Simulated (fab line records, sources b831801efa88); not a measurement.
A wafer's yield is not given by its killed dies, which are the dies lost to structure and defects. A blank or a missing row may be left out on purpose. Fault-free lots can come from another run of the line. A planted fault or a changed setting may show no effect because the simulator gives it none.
Which of the tools did it?    flow sky130    Sampling: 24 lots, 72 wafers, 6 of 708 route steps

== WHAT THE GAUGES READ, wafer by wafer ==
SKY_SD_N_RS_MEAS_17: the measuring method here is four-point-probe.
lot   measured      on             SD_P_RS (ohm/sq)
L074  day 27 18:58  film-metro-04  147.0 147.0 147.1
L075  day 28 06:56  film-metro-03  147.5 147.6 147.0
L076  day 28 10:59  film-metro-04  147.5 147.0 146.9
L077  day 28 20:29  film-metro-03  147.5 147.4 147.6
L078  day 29 05:22  film-metro-03  147.3 146.7 147.3
L079  day 29 07:52  film-metro-04  147.2 146.9 147.3
L080  day 29 21:48  film-metro-04  147.0 147.1 147.0
L081  day 30 10:52  film-metro-01  147.7 147.8 147.5
L082  day 30 14:38  film-metro-04  145.8 146.3 146.6
L083  day 31 08:00  film-metro-03  147.5 147.1 147.4
L084  day 31 16:48  film-metro-04  147.6 147.5 147.4
L086  day 31 22:03  film-metro-04  147.0 146.9 147.2
L085  day 31 23:14  film-metro-03  147.7 146.8 147.1
L087  day 32 08:14  film-metro-01  147.1 146.9 146.9
L088  day 32 11:40  film-metro-04  146.4 146.9 146.9
L089  day 33 05:45  film-metro-01  147.4 147.2 147.2
L090  day 33 12:01  film-metro-04  146.4 146.7 147.0
L091  day 33 21:29  film-metro-01  147.2 147.2 147.3
L092  day 33 22:26  film-metro-01  147.2 147.5 147.3
L093  day 34 03:31  film-metro-01  147.0 146.9 147.0
L094  day 34 08:59  film-metro-04  146.9 147.0 146.8
L095  day 34 19:01  film-metro-01  147.2 146.8 147.1
L096  day 35 01:13  film-metro-03  146.8 147.0 147.2
L097  day 35 05:03  film-metro-01  147.2 147.6 147.5

SKY_LI_CONTACT_CD_MEAS_12: target cd 170 nm.
lot   measured      on         cd-nm (nm)
L074  day 29 00:34  cd-sem-01  170.1 170.8 171.5
L075  day 29 11:59  cd-sem-01  170.5 171.0 171.2
L076  day 29 16:11  cd-sem-01  171.7 172.0 171.0
L077  day 30 01:16  cd-sem-01  167.7 168.4 168.2
L078  day 30 10:17  cd-sem-02  169.9 170.0 171.0
L079  day 30 11:59  cd-sem-01  169.8 169.7 169.1
L080  day 31 01:41  cd-sem-02  173.0 170.9 171.4
L081  day 31 14:37  cd-sem-02  170.5 169.8 171.4
L082  day 31 18:11  cd-sem-02  167.4 169.2 167.8
L083  day 32 11:27  cd-sem-01  168.2 168.4 168.7
L084  day 32 19:44  cd-sem-01  170.2 169.7 169.6
L086  day 33 01:23  cd-sem-01  170.3 167.8 168.5
L085  day 33 02:26  cd-sem-01  170.0 170.0 170.2
L087  day 33 11:46  cd-sem-02  169.6 168.7 169.1
L088  day 33 15:53  cd-sem-02  168.0 170.2 169.0
L089  day 34 08:11  cd-sem-01  169.4 167.2 168.9
L090  day 34 15:02  cd-sem-01  168.9 168.4 168.8
L091  day 35 00:02  cd-sem-02  168.4 169.9 169.9
L092  day 35 01:32  cd-sem-01  171.2 171.5 169.2
L093  day 35 07:07  cd-sem-02  172.1 172.4 172.5
L094  day 35 11:38  cd-sem-01  171.7 172.6 173.2
L095  day 35 21:46  cd-sem-01  171.9 170.5 171.4
L096  day 36 04:25  cd-sem-01  168.9 168.8 168.0
L097  day 36 08:05  cd-sem-01  169.8 169.8 169.4

SKY_LI_CONTACT_RS_MEAS_22: the measuring method here is four-point-probe.
lot   measured      on             LI_CONTACT_W_RS (ohm/sq)
L074  day 29 01:24  film-metro-03  0.282 0.281 0.289
L075  day 29 12:50  film-metro-04  0.291 0.282 0.280
L076  day 29 17:02  film-metro-01  0.281 0.288 0.287
L077  day 30 02:06  film-metro-04  0.281 0.288 0.283
L078  day 30 11:08  film-metro-04  0.288 0.293 0.293
L079  day 30 12:49  film-metro-01  0.284 0.290 0.289
L080  day 31 02:38  film-metro-04  0.282 0.278 0.289
L081  day 31 15:28  film-metro-01  0.279 0.287 0.286
L082  day 31 19:02  film-metro-04  0.277 0.291 0.280
L083  day 32 12:17  film-metro-01  0.278 0.286 0.276
L084  day 32 20:35  film-metro-03  0.285 0.285 0.275
L086  day 33 02:17  film-metro-03  0.287 0.282 0.280
L085  day 33 03:17  film-metro-03  0.281 0.289 0.290
L087  day 33 12:38  film-metro-03  0.280 0.288 0.280
L088  day 33 16:43  film-metro-04  0.281 0.283 0.283
L089  day 34 09:03  film-metro-01  0.290 0.289 0.279
L090  day 34 15:53  film-metro-01  0.287 0.288 0.287
L091  day 35 00:52  film-metro-01  0.278 0.278 0.290
L092  day 35 02:24  film-metro-03  0.284 0.289 0.287
L093  day 35 07:58  film-metro-03  0.279 0.291 0.282
L094  day 35 12:29  film-metro-01  0.277 0.285 0.277
L095  day 35 22:36  film-metro-01  0.285 0.285 0.290
L096  day 36 05:15  film-metro-01  0.282 0.282 0.284
L097  day 36 08:57  film-metro-01  0.277 0.277 0.278

SKY_METAL1_CD_MEAS_15: target cd 140 nm.
lot   measured      on         cd-nm (nm)
L074  day 32 15:28  cd-sem-02  140.0 138.7 139.0
L075  day 33 01:44  cd-sem-02  138.7 139.2 139.1
L076  day 33 06:10  cd-sem-01  140.3 138.3 137.9
L077  day 33 15:31  cd-sem-01  138.3 138.4 138.3
L078  day 33 23:56  cd-sem-02  137.4 136.2 137.1
L079  day 34 01:53  cd-sem-01  137.8 136.6 135.9
L080  day 34 13:53  cd-sem-01  139.8 138.7 141.0
L081  day 35 03:49  cd-sem-02  139.8 139.9 139.2
L082  day 35 07:32  cd-sem-01  141.4 141.7 141.4
L083  day 35 23:47  cd-sem-02  140.4 140.8 140.7
L084  day 36 08:26  cd-sem-02  137.4 136.1 137.5
L086  day 36 13:13  cd-sem-02  137.9 138.5 138.2
L085  day 36 15:17  cd-sem-01  137.2 140.1 140.0
L087  day 36 22:38  cd-sem-01  137.8 138.3 139.0
L088  day 37 02:35  cd-sem-01  135.9 136.9 137.1
L089  day 37 19:40  cd-sem-02  141.3 140.7 139.9
L090  day 38 00:53  cd-sem-02  138.4 138.0 139.3
L091  day 38 09:22  cd-sem-01  135.6 135.9 134.7
L092  day 38 12:32  cd-sem-01  140.1 139.1 141.4
L093  day 38 17:04  cd-sem-01  138.1 138.7 137.4
L094  day 38 21:11  cd-sem-01  139.3 140.6 141.8
L095  day 39 07:20  cd-sem-01  140.8 141.2 141.1
L096  day 39 13:34  cd-sem-02  138.3 137.7 136.4
L097  day 39 16:56  cd-sem-01  139.5 138.3 138.3

SKY_VIA4_OVL_MEAS_11.
lot   measured      on          VIA4_OVL (nm)
L074  day 42 12:27  overlay-02  0.8 -0.6 0.1
L075  day 43 02:59  overlay-01  -0.1 -1.0 -2.5
L076  day 43 03:41  overlay-01  0.4 -1.1 -0.8
L077  day 43 11:41  overlay-01  0.5 1.2 0.3
L078  day 43 17:11  overlay-02  1.4 0.5 1.0
L079  day 44 02:28  overlay-02  0.8 -0.8 1.7
L080  day 44 09:23  overlay-02  -0.4 -0.3 -0.2
L081  day 44 18:53  overlay-01  0.0 1.2 -0.1
L082  day 44 20:30  overlay-02  0.3 1.9 0.0
L083  day 45 11:49  overlay-02  -1.2 -0.3 0.2
L084  day 45 21:35  overlay-02  0.7 -0.2 0.0
L086  day 46 00:53  overlay-01  1.4 0.9 0.6
L085  day 46 02:47  overlay-01  -1.3 0.3 -0.3
L087  day 46 05:50  overlay-01  0.8 -1.1 -0.8
L088  day 46 09:30  overlay-01  1.8 0.5 -0.2
L089  day 47 00:41  overlay-01  -0.2 0.6 1.8
L090  day 47 04:47  overlay-01  0.3 -3.3 1.1
L091  day 47 08:48  overlay-02  0.6 -1.2 -0.4
L092  day 47 11:32  overlay-02  2.1 2.2 1.6
L093  day 47 18:21  overlay-02  -0.5 -0.6 -1.3
L094  day 47 18:35  overlay-01  1.5 0.8 0.9
L095  day 48 04:12  overlay-02  -0.5 0.5 0.7
L096  day 48 05:59  overlay-01  1.5 0.5 0.8
L097  day 48 12:29  overlay-02  -1.6 -1.3 -2.1

== WHAT TOOL EACH LOT RAN ON (gives the tool, then ch and the chambers of the sampled wafers, and finally the start) ==
lot   SKY_VIA2_STRIP_16
L074  plasma-asher-03 ch 0, day 36 02:59
L075  plasma-asher-04 ch 0,1, day 36 13:15
L076  plasma-asher-01 ch 0,1, day 36 15:54
L077  plasma-asher-03 ch 0,1, day 37 03:24
L078  plasma-asher-01 ch 0,1, day 37 10:21
L079  plasma-asher-03 ch 0,1, day 37 13:05
L080  plasma-asher-03 ch 0,1, day 38 00:12
L081  plasma-asher-03 ch 0,1, day 38 13:42
L082  plasma-asher-04 ch 0,1, day 38 18:16
L083  plasma-asher-03 ch 0,1, day 39 10:04
L084  plasma-asher-01 ch 0,1, day 39 17:41
L086  plasma-asher-01 ch 0,1, day 39 22:08
L085  plasma-asher-01 ch 0,1, day 39 23:21
L087  plasma-asher-01 ch 0,1, day 40 06:06
L088  plasma-asher-04 ch 0,1, day 40 09:38
L089  plasma-asher-04 ch 1, day 41 04:24
L090  plasma-asher-01 ch 0, day 41 07:41
L091  plasma-asher-01 ch 0,1, day 41 13:53
L092  plasma-asher-04 ch 0,1, day 41 18:24
L093  plasma-asher-01 ch 0,1, day 42 03:11
L094  plasma-asher-01 ch 0,1, day 42 04:30
L095  plasma-asher-01 ch 0, day 42 11:36
L096  plasma-asher-01 ch 0,1, day 42 16:11
L097  plasma-asher-03 ch 0,1, day 43 02:57
- SKY_VIA2_STRIP_16: strips in O2/N2.

== AS READ BY THE TOOLS THEMSELVES (means over the sampled wafers that have a number; for cases with no such wafer, the mark the record gives instead) ==
SKY_VIA2_STRIP_16.
lot   tool             drypump-motor-current-A (A)  oes-product-au (a.u.)  strip-time-to-endpoint-s (s)
L074  plasma-asher-03  5.5                          0.399                  4.052
L075  plasma-asher-04  5.5                          0.402                  4.057
L076  plasma-asher-01  5.7                          0.398                  4.087
L077  plasma-asher-03  6.1                          0.401                  4.089
L078  plasma-asher-01  5.5                          0.398                  4.060
L079  plasma-asher-03  6.1                          0.399                  4.036
L080  plasma-asher-03  6.1                          0.399                  4.084
L081  plasma-asher-03  5.8                          0.399                  4.074
L082  plasma-asher-04  5.5                          0.399                  4.091
L083  plasma-asher-03  6.1                          0.393                  4.082
L084  plasma-asher-01  5.7                          0.401                  4.058
L086  plasma-asher-01  5.5                          0.398                  4.044
L085  plasma-asher-01  5.5                          0.396                  4.059
L087  plasma-asher-01  5.7                          0.397                  4.035
L088  plasma-asher-04  5.5                          0.399                  4.032
L089  plasma-asher-04  5.5                          0.403                  4.036
L090  plasma-asher-01  5.9                          0.400                  4.075
L091  plasma-asher-01  5.6                          0.395                  4.073
L092  plasma-asher-04  5.5                          0.404                  4.056
L093  plasma-asher-01  5.7                          0.403                  4.110
L094  plasma-asher-01  5.7                          0.403                  4.069
L095  plasma-asher-01  5.9                          0.400                  4.051
L096  plasma-asher-01  5.7                          0.398                  4.054
L097  plasma-asher-03  6.1                          0.399                  4.072

== THE ANSWER, worked out from the rows above alone ==
Rule: usual is defined by the lots themselves. The widest of any qualifying gaps counts: lots, ordered by their means at a reading, are off when they make up no more than a third of the lots, leave a main group of 4 or more, and stand apart from it by 3 or more times the standard deviation of that group's means. A main group is skipped when, at the precision printed for the reading in the tables above, its means are all equal. A lot without any number at a reading at which 4 lots or more have one is off too. Where the step has rows for the other lots, those lots are counted as sound. Order of review: gauges by route order, followed by the tools' own readings, for which a lot's mean as printed above is used. The first step at which some lot is off is used, and at that step the reading that is off furthest; a lot without a number counts as furthest.
Nothing can be told from this: no lot is off at any reading shown.

== WHAT THE SIMULATOR HAD PUT IN ==
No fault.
